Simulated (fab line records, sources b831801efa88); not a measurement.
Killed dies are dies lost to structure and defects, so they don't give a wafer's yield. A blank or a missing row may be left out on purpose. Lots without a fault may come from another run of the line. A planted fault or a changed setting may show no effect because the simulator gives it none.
A struck lot beside a sound one | flow sky130 | 29 steps out of a route of 708
Sound: wafers L971.1, L971.4, L971.5. Struck: wafer L979.4. (L979.3, L979.6 of the same lot were not struck and are left out.) The cause comes at the end.
At each step with rows: each side's tool, then ch and its chambers, then its first start. Under that, the readings that differ: sound wafers | struck wafers | difference of the means | sigmas: that difference in standard deviations of wafers without a fault.
alike: readings whose means differ by less than 2 such deviations, and words and numbers that are the same on both sides. not compared: withheld readings, readings that some wafer has no value for, bounds like >300 that may hide the same value, and numbers for which the record gives no deviation and whose values overlap.
The two part at a step that has a row with sigmas, a row that says differs or no value, or rows on one side only. Numbers that don't overlap but have no deviation are shown without sigmas and don't part them. A reading that every wafer of one side lacks parts them only if that side has two wafers or more.

first, 2 steps without rows for these wafers: SKY_METAL3_PEB_11; SKY_METAL3_DEVELOP_12 (develop time 60 s).
SKY_METAL3_CD_MEAS_13: target cd 300 nm.
  sound on cd_sem-01, day 42 02:28; struck on cd_sem-01, day 43 23:53
  alike: cd_nm
SKY_METAL3_OVL_MEAS_14:
  sound on overlay-02, day 42 02:35; struck on overlay-01, day 43 23:58
  alike: METAL3_OVL
SKY_METAL3_DESCUM_15: chemistry O2, time 8 s.
  sound on rie_metal-01 ch 0,1, day 42 02:38; struck on rie_metal-02 ch 1, day 44 00:00
  reading                        | sound               | struck | difference | sigmas
  chamber_pressure_mTorr (mTorr) | 9.997 10.008 10.005 | 10.023 | +0.020     | +2
  alike: drypump_motor_current_A, oes_product_au
  not compared: rf_hours_counter_h
SKY_METAL3_ETCH_16: etches BARC in N2/H2, stops on SiO2, time 88.2 s, target depth 60 nm.
  sound on rie_metal-01 ch 0,1, day 42 02:40; struck on rie_metal-02 ch 1, day 44 00:04
  reading               | sound             | struck | difference | sigmas
  oes_product_au (a.u.) | 0.625 0.628 0.629 | 0.636  | +0.009     | +2
  alike: chamber_pressure_mTorr, drypump_motor_current_A, throttle_valve_pct
  not compared: rf_hours_counter_h
SKY_METAL3_ETCH_17: etches SiO2 in C4F8/O2/Ar, stops on TiN, time 3.9 s, target depth 15 nm.
  sound on rie_diel-01 ch 0,1, day 42 02:46; struck on rie_diel-01 ch 3, day 44 00:07
  alike: chamber_pressure_mTorr, oes_product_au
then, 5 steps without rows for these wafers: SKY_METAL3_METAL_ETCH_18 (etches the open film in Cl2/BCl3, stops on SiO2, target depth 845 nm, time 183.1 s); SKY_METAL3_STRIP_19 (strips in O2/N2); SKY_METAL3_STRIP_20 (strips in post etch residue remover, time 1200 s); SKY_METAL3_CLEAN_21 (cleans in IPA, time 180 s); SKY_METAL3_CLEAN_22 (cleans in O3/DIW).
SKY_VIA3_HDPCVD_00: deposits SiO2, target thk 1635 nm, time 272.5 s.
  sound on hdpcvd-01 ch 0,1,2, day 42 03:33; struck on hdpcvd-01 ch 0,2, day 44 00:55
SKY_VIA3_THK_MEAS_01:
  sound on film_metro-04, day 42 03:43; struck on film_metro-03, day 44 01:06
  reading              | sound          | struck | difference | sigmas
  VIA3_HDPCVD_THK (nm) | 1578 1620 1625 | 1312   | -296       | -13
SKY_VIA3_CMP_02: polishes SiO2.
  sound on cmp-02 ch 0,1,3, day 42 03:49; struck on cmp-01 ch 0, day 44 01:14
  alike: edge_zone_pressure_frac, motor_current_A
SKY_VIA3_BOW_MEAS_03:
  sound on film_metro-02, day 42 04:04; struck on film_metro-03, day 44 01:29
  alike: VIA3_BOW
then, 8 steps without rows for these wafers: SKY_VIA3_DEHYDRATE_04 (time 60 s); SKY_VIA3_HMDS_05 (prime time 60 s); SKY_VIA3_COAT_06 (resist thk 60 nm); SKY_VIA3_COAT_07 (resist thk 450 nm); SKY_VIA3_SOFTBAKE_08 (time 90 s); SKY_VIA3_EXPOSE_09 (exposes mask VIM3, target cd 200 nm); SKY_VIA3_PEB_10; SKY_VIA3_DEVELOP_11 (develop time 60 s).
SKY_VIA3_CD_MEAS_12: target cd 200 nm.
  sound on cd_sem-02, day 43 04:17; struck on cd_sem-02, day 45 00:07
  alike: cd_nm
SKY_VIA3_OVL_MEAS_13:
  sound on overlay-02, day 43 04:24; struck on overlay-02, day 45 00:12
  alike: VIA3_OVL
SKY_VIA3_ETCH_14: etches BARC in N2/H2, stops on SiO2, time 45.9 s, target depth 60 nm.
  sound on rie_diel-03 ch 0,1,3, day 43 04:26; struck on rie_diel-04 ch 2, day 45 00:14
  alike: chamber_pressure_mTorr, drypump_motor_current_A, oes_product_au, throttle_valve_pct
  not compared: rf_hours_counter_h
SKY_VIA3_ETCH_15: etches SiO2 in C4F8/O2/Ar, stops on TiN, target depth 507 nm, time 78 s.
  sound on rie_diel-03 ch 0,1,3, day 43 04:28; struck on rie_diel-04 ch 2, day 45 00:16
  reading               | sound             | struck | difference | sigmas
  oes_product_au (a.u.) | 0.938 0.948 0.951 | 0.716  | -0.230     | -50
  alike: chamber_pressure_mTorr
  not compared: rf_hours_counter_h
then, 1 step without rows for these wafers: SKY_VIA3_STRIP_16 (strips in O2/N2).

WHERE THEY PART
First at SKY_METAL3_DESCUM_15; last, within this record, at SKY_VIA3_ETCH_15.

WHY: what the simulator had put in
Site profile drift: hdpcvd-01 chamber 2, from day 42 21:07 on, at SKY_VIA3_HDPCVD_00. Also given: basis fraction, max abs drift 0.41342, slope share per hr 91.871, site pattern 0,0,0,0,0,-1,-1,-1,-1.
